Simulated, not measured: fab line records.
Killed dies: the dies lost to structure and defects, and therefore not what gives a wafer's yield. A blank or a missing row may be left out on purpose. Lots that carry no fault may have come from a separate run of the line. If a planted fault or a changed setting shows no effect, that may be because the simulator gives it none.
Comparing a struck lot with a sound one / flow sky130 / 36 out of 708 route steps
Sound: the wafers L835.3, L835.4, L835.5. Wafers struck: L820.3, L820.4, L820.6. The cause is given at the end.
For every step that has rows: the tool of each side, followed by ch and its chambers, followed by its first start. Under that, the readings that differ: sound wafers / struck wafers / difference of the means / sigmas: that difference in standard deviations of wafers without a fault.
alike: same words and numbers on both sides, and readings whose means sit less than 2 such deviations apart. not compared: any withheld reading, any reading some wafer has no value for, any bound like >300 that may hide the same value, and any number with overlapping values for which the record gives no deviation.
The two part at a step that has a row with sigmas, a row that says differs or no value, or rows on one side only. Numbers that have no deviation but don't overlap get no sigmas and don't part them. A reading missing from all wafers of one side parts the sides only when that side holds two or more wafers.

first, 10 steps without rows for these wafers: SKY_GATE_OXIDE_COAT_05 (resist thk 1140 nm); SKY_GATE_OXIDE_SOFTBAKE_06 (time 60 s); SKY_GATE_OXIDE_EXPOSE_07 (exposes mask LVOM, target cd 600 nm); SKY_GATE_OXIDE_PEB_08; SKY_GATE_OXIDE_DEVELOP_09 (develop time 60 s); SKY_GATE_OXIDE_IMPLANT_11; SKY_GATE_OXIDE_WET_ETCH_12 (etches SiO2 in dHF, target depth 16.8 nm, time 336 s); SKY_GATE_OXIDE_STRIP_13 (strips in O2/N2); SKY_GATE_OXIDE_CLEAN_15 (cleans in SC1/SC2, time 150 s); SKY_GATE_OXIDE_OXIDATION_16 (stabilise 600 s, purge 300 s, target thk 3.57 nm).
SKY_POLY_GATE_CVD_00: deposits poly-Si, target thk 180 nm, time 720 s.
  sound on lpcvd-01 ch 1, day 22 10:34; struck on lpcvd-01 ch 1, day 16 22:50
reading=spike_tc_centre_C (C); sound=621.8 622.2 623.0; struck=616.6 615.0 617.0; difference=-6.1; sigmas=-6
reading=spike_tc_lower_C (C); sound=621.6 621.5 619.5; struck=613.8 616.7 613.4; difference=-6.2; sigmas=-6
reading=spike_tc_upper_C (C); sound=615.9 617.9 617.5; struck=612.8 613.1 613.1; difference=-4.1; sigmas=-3
reading=susceptor_temp_C (C); sound=620.2 620.1 620.5; struck=614.9 614.7 614.9; difference=-5.4; sigmas=-18
reading=model.poly-Si_of_POLY_GATE_CVD_00.thk_nm (nm); sound=175.7 176.6 178; struck=159 158.5 158; difference=-18; sigmas=
SKY_POLY_GATE_THK_MEAS_01:
  struck on film_metro-04, day 17 00:03; sound on film_metro-02, day 22 11:47
reading=POLY_GATE_CVD_00_THK (nm); sound=175.7 176.7 177.9; struck=159.1 158.4 157.9; difference=-18.3; sigmas=-10
then, 9 steps without rows for these wafers: SKY_RES_PROTECT_DEHYDRATE_00 (time 60 s); SKY_RES_PROTECT_HMDS_01 (prime time 60 s); SKY_RES_PROTECT_COAT_02 (resist thk 1140 nm); SKY_RES_PROTECT_SOFTBAKE_03 (time 60 s); SKY_RES_PROTECT_EXPOSE_04 (exposes mask RPM, target cd 1270 nm); SKY_RES_PROTECT_PEB_05; SKY_RES_PROTECT_DEVELOP_06 (develop time 60 s); SKY_POLY_GATE_IMPLANT_02; SKY_RES_PROTECT_STRIP_07 (strips in O2/N2).
SKY_RES_PROTECT_CLEAN_09: cleans in SC1/SC2, time 150 s.
  sound on wet_bench-02 ch 3, day 23 17:52; struck on wet_bench-01 ch 3, day 18 05:44
reading=model.poly-Si_of_POLY_GATE_CVD_00.thk_nm (nm); sound=175.1 176 177.4; struck=158.4 157.8 157.4; difference=-18.3; sigmas=
then, 11 steps without rows for these wafers: SKY_POLY_GATE_CVD_03 (deposits Si3N4 from DCS/NH3, target thk 75 nm, time 1290 s); SKY_POLY_GATE_DEHYDRATE_05 (time 60 s); SKY_POLY_GATE_HMDS_06 (prime time 60 s); SKY_POLY_GATE_COAT_07 (resist thk 110 nm); SKY_POLY_GATE_COAT_08 (resist thk 450 nm); SKY_POLY_GATE_SOFTBAKE_09 (time 90 s); SKY_POLY_GATE_EXPOSE_10 (exposes mask P1M, target cd 150 nm); SKY_POLY_GATE_PEB_11; SKY_POLY_GATE_DEVELOP_12 (develop time 60 s); SKY_POLY_GATE_ETCH_15 (etches BARC in N2/H2, stops on SiO2, time 118.5 s, target depth 110 nm); SKY_POLY_GATE_ETCH_16 (etches Si3N4 in CH3F/O2, stops on poly-Si, time 147.5 s, target depth 75 nm).
SKY_POLY_GATE_ETCH_17: etches poly-Si in HBr/Cl2, stops on SiO2, target depth 180 nm, time 70.5 s.
  sound on rie_si-02 ch 0,1,2, day 25 01:32; struck on rie_si-01 ch 0,1,2, day 19 13:29
reading=oes_product_au (a.u.); sound=0.975 0.966 0.985; struck=0.911 0.910 0.905; difference=-0.067; sigmas=-8
reading=model.etch.depth_nm (nm); sound=175.1 175.7 177.4; struck=158.4 157.8 157.4; difference=-18.2; sigmas=
reading=model.POLY_GATE.feature_depth_nm (nm); sound=175.1 175.7 177.4; struck=158.4 157.8 157.4; difference=-18.2; sigmas=
  alike: HBr_flow_sccm, drypump_motor_current_A, he_backside_leak_sccm, rf_fwd_power_W, throttle_valve_pct
  not compared: rf_hours_counter_h
then, 1 step without rows for these wafers: SKY_POLY_GATE_STRIP_18 (strips in O2/N2).
-- a jump in the record: the struck wafers' starts before and after are 29 days apart (it breaks off in module POLY_GATE and resumes in module PAD_OPEN, where the first step shown is number 708 of the route) --
SKY_PAD_OPEN_PROBE_99:
  struck on prober-02, day 48 05:32; sound on prober-02, day 51 07:37
reading=model.etest.res_high_po.line_ohm_um; sound=778.9 761.1 773.1; struck=818.9 832.4 825.8; difference=+54.7; sigmas=
reading=model.etest.res_poly.line_ohm_um; sound=512.8 526.8 534.8; struck=583 563.4 543.6; difference=+39; sigmas=
reading=model.etest.res_high_po.rs_ohm_sq; sound=268.8 266.6 266.2; struck=289.9 289.2 287.7; difference=+21.7; sigmas=
reading=model.etest.res_poly.rs_ohm_sq; sound=49.29 48.58 48.91; struck=54.41 53.75 53.85; difference=+5.08; sigmas=
  alike: killed_at_M0_to_M3, killed_at_M4_up, killed_at_contacts, killed_at_front_end, killed_at_other, killed_dies, killed_on_rim, killed_open, killed_short
  not compared: model.etest.cap_li_to_poly.c_af_um2

WHERE THEY PART
Last at SKY_POLY_GATE_ETCH_17 as far as this record goes, first at SKY_POLY_GATE_CVD_00. Later steps at which nothing parts them and some readings are alike: SKY_PAD_OPEN_PROBE_99.

WHY: what the simulator had put in
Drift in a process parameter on lpcvd-01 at SKY_POLY_GATE_CVD_00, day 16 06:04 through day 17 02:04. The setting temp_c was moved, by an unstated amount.
